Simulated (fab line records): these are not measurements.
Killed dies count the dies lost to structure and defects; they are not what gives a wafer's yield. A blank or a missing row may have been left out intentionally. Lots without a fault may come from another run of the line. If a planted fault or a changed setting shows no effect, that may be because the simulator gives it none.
One fault seen from 2 desks -- flow sky130 -- each desk has only its own numbers; what lay behind them comes last

DESK OF THE TOOL OWNER: implanter-03
The tool's own readings at SKY_LDD_N_IMPLANT_14, given as means over the sampled wafers that have a number, one for each lot that went through this tool. Marked OUT: a lot whose mean sits more than 4 standard deviations from the usual mean, which makes it out of limits; the brackets give that distance.
Columns: A = dose-ions-cm2 at SKY_LDD_N_IMPLANT_14, usual 4.999e+12; B = faraday-current-uA at SKY_LDD_N_IMPLANT_14, usual 28.2
lot,first seen here,A,B
L527,day 20 20:56,4.999e+12,28.4
L532,day 22 22:14,3.819e+12 (-99 or more) OUT,21.7 (-11) OUT
L533,day 23 05:14,3.803e+12 (-99 or more) OUT,21.0 (-12) OUT
This desk finds L532, L533 out of limits, L532 being first, at day 22 22:14 (dose-ions-cm2 at SKY_LDD_N_IMPLANT_14). Within limits: L527.

METROLOGY DESK
Means of the sampled wafers that have a number, per lot and without regard to the tool the lot ran on: this is what the gauges read. Marked OUT: a lot whose mean sits more than 4 standard deviations from the usual mean, which makes it out of limits; the brackets give that distance.
Columns: A = LDD_N_OVL at SKY_LDD_N_OVL_MEAS_07, usual 0.0 nm
lot,first seen here,A
L523,day 19 16:34,-0.9
L527,day 20 20:01,0.2
L532,day 22 21:16,-0.6
L533,day 23 04:16,-0.2
L538,day 24 13:43,-0.7
L542,day 26 06:10,2.0
Finding of this desk: none of the 6 lots has anything out of limits.

PUT TOGETHER
The tool owner's desk had the chance to raise an alarm at day 22 22:14 on L532, L533.
The metrology desk saw nothing out of limits.
The metrology desk has L532, L533 on record, within its limits.
SKY_LDD_N_IMPLANT_14 was run on implanter-03 by each of the lots named.

WHAT THE SIMULATOR PUT IN
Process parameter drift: implanter-03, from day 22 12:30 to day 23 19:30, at SKY_LDD_N_IMPLANT_14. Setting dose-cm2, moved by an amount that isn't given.
Shown lots that were struck: L532, L533.
Hours from the fault's start to each desk's first reading out of limits: the tool owner's desk, 10.
